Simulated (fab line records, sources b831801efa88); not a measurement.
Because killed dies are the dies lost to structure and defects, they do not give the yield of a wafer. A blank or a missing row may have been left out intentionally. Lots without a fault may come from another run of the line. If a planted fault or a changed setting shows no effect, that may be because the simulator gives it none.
The tool behind it: which one? ; flow sky130 ; 11 lots, 33 wafers sampled, at 3 steps of a route of 708

## WHAT THE GAUGES READ, wafer by wafer
SKY_METAL1_THK_MEAS_06: measures by xrf.
lot;measured;on;METAL1_ALCU_THK (nm)
L730;day 32 05:14;film-metro-03;244 241 243
L734;day 33 21:46;film-metro-01;242 246 243
L733;day 34 00:29;film-metro-02;241 246 245
L735;day 34 05:57;film-metro-01;241 244 245
L742;day 36 09:55;film-metro-03;236 238 243
L746;day 37 04:28;film-metro-01;286 280 288
L747;day 37 17:16;film-metro-01;275 279 279
L748;day 38 00:56;film-metro-01;282 278 281
L749;day 38 01:44;film-metro-03;241 245 246
L750;day 38 07:17;film-metro-01;243 240 243
L751;day 38 16:58;film-metro-03;246 241 241

## EACH LOT AND THE TOOL THAT RAN IT (in order: tool; ch and the chambers of the sampled wafers; start)
lot;SKY_CONTACT_CVD_00;SKY_METAL1_SPUTTER_04
L730;pecvd-02 ch 1,2, day 30 22:59;pvd-sputter-03, day 32 05:01
L734;pecvd-01 ch 1,2, day 32 18:43;pvd-sputter-01, day 33 21:35
L733;pecvd-02 ch 0,1,2, day 32 21:44;pvd-sputter-04, day 34 00:17
L735;pecvd-01 ch 2, day 33 01:26;pvd-sputter-04, day 34 05:46
L742;pecvd-04 ch 0,1,2, day 35 05:09;pvd-sputter-04, day 36 09:45
L746;pecvd-01 ch 0,1,2, day 36 00:23;pvd-sputter-04, day 37 04:16
L747;pecvd-01 ch 0,1,2, day 36 13:15;pvd-sputter-04, day 37 17:05
L748;pecvd-02 ch 0,1, day 36 20:31;pvd-sputter-01, day 38 00:45
L749;pecvd-04 ch 1,2, day 36 21:40;pvd-sputter-04, day 38 01:34
L750;pecvd-01 ch 0,1, day 37 03:07;pvd-sputter-04, day 38 07:07
L751;pecvd-01 ch 1,2, day 37 13:19;pvd-sputter-01, day 38 16:46
- SKY_CONTACT_CVD_00: deposits Si3N4, target thk 75 nm.
- SKY_METAL1_SPUTTER_04: material TiN, target thk 70 nm, time 58.3 s.

## THE ANSWER, worked out from the rows above alone
Rule: usual is defined by the lots themselves. The widest of any qualifying gaps counts: lots, ordered by their means at a reading, are off when they make up no more than a third of the lots, leave a main group of 4 or more, and stand apart from it by 3 or more times the standard deviation of that group's means. A main group whose means are all the same, to the digits that the tables above print for the reading, isn't used. Also off: a lot with no number at a reading for which 4 or more lots have one. Where the step has rows for the other lots, those lots are counted as sound.
Off: L746, L747, L748, at SKY_METAL1_THK_MEAS_06 (METAL1_ALCU_THK). The main group has a mean of 243 nm with a standard deviation of 1.5.
A tool fits if, at a process step before that reading, it ran every lot that is off, and no sound lot after the first of them. The gauges at SKY_METAL1_THK_MEAS_06 are tried like those tools. Not one of the candidates tried fits.

## WHAT THE SIMULATOR HAD PUT IN
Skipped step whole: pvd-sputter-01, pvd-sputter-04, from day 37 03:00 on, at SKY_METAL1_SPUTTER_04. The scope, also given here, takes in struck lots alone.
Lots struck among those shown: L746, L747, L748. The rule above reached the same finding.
